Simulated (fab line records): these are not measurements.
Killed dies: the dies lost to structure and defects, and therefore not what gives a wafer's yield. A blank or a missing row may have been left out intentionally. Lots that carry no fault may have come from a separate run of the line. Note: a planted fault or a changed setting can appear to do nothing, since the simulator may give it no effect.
Code-filled problem report in 8D (eight disciplines) form / flow sky130 / the parts of the form that need people (team, actions taken, sign-off) are left out

== 1. THE ISSUE ==
Wafers without a fault read 149.9 nm with a standard deviation of 1.5, while cdNm at SKY_VIA1_CD_MEAS_12 averages 75.2 nm across 2 wafers of 1 lot. That is -50 standard deviations from the usual mean.
The step: target cd 150 nm.
Earliest sighting: wafer L408.1 on cdSem-02 at day 37 21:24. The record has a number at this step for 38 wafers belonging to 13 lots. By rule, "out" or "out of limits" means more than 4 standard deviations away from the usual mean. Any other wafer with a number is counted as sound.

== 2. WHAT IT IS; WHAT IT IS NOT ==
question=which readings at this step | is=cdNm | is not=-
question=which lots | is=L408 | is not=L400, L401, L402, L403, L404, L405, L406, L419, L420, L421, L422, L423
question=which wafers of those lots | is=all that have a number | is not=-
question=read on which gauges | is=cdSem-02 | is not=cdSem-01
question=when | is=from day 37 21:24 | is not=up to then (21 sound wafers); but 15 sound wafers of L419, L420, L421, L422, L423 came after

== 3. SUSPECTS, AND WHAT RULES EACH OUT ==
Counting: a tool at a process step up to the reading stays a suspect if it ran every lot that is out and no sound lot after the first of them.
- the gauge at SKY_VIA1_CD_MEAS_12 has been ruled out. All the wafers that are out were read on cdSem-02, but those of them that SKY_VIA1_EXPOSE_09 has rows for are out there too, on other tools.
- rieMetal-01 at SKY_METAL1_METAL_ETCH_19 (etches the open film in Cl2/BCl3, stops on SiO2, target depth 360 nm, time 78 s): ruled out as a lasting fault. After its first lot that is out, L408 (day 36 18:11), sound lots L419, L421, L423 ran on it.
- plasmaAsher-04 at SKY_METAL1_STRIP_20 (strips in O2/N2): ruled out as a lasting fault. After its first lot that is out, L408 (day 36 18:17), sound lots L421, L420 ran on it.
- krfScanner-02 at SKY_VIA1_EXPOSE_09 (exposes mask VIM, target cd 150 nm): ruled out as a lasting fault. After its first lot that is out, L408 (day 37 08:15), sound lots L421, L420, L422 ran on it.
Left after counting: nothing in the record.

== 4. THE CAUSE (what the simulator had put in) ==
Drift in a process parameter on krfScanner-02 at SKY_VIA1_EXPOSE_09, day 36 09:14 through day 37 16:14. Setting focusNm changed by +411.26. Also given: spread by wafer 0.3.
The count ruled it out by mistake, since the rule takes a fault to strike every lot its tool runs from the start of the fault on, and this one did not do so.

== 5. THE CHAIN OF EFFECTS, in route order ==
Rows list readings where the struck wafers' mean (over those with a number) sits beyond 3 standard deviations from the usual. Scope: only readings with a usual standard deviation given in the record; hours: median across lots of the time from each lot's start at the first step in this table that gives one to its start at this step; sigmas: change in usual standard deviations.
hours=0; step=SKY_VIA1_EXPOSE_09; reading=exposureDoseMJCm2; usual=38.1; on struck wafers=41.7; change=+3.6; sigmas=+11
hours=13; step=SKY_VIA1_CD_MEAS_12; reading=cdNm; usual=149.9 nm; on struck wafers=75.2; change=-74.7; sigmas=-50
The process steps in it:
- SKY_VIA1_EXPOSE_09: exposes mask VIM, target cd 150 nm.

== 6. WHAT WOULD HAVE CAUGHT IT SOONER ==
In this record the first reading out of limits at a measuring or inspecting step was taken at day 37 21:24, 36 hours after the fault began at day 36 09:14.
At SKY_VIA1_EXPOSE_09, the tool's own readings (exposureDoseMJCm2) were out on each struck wafer the step has a row for, so an alarm limit on them would have fired on the first such wafer.
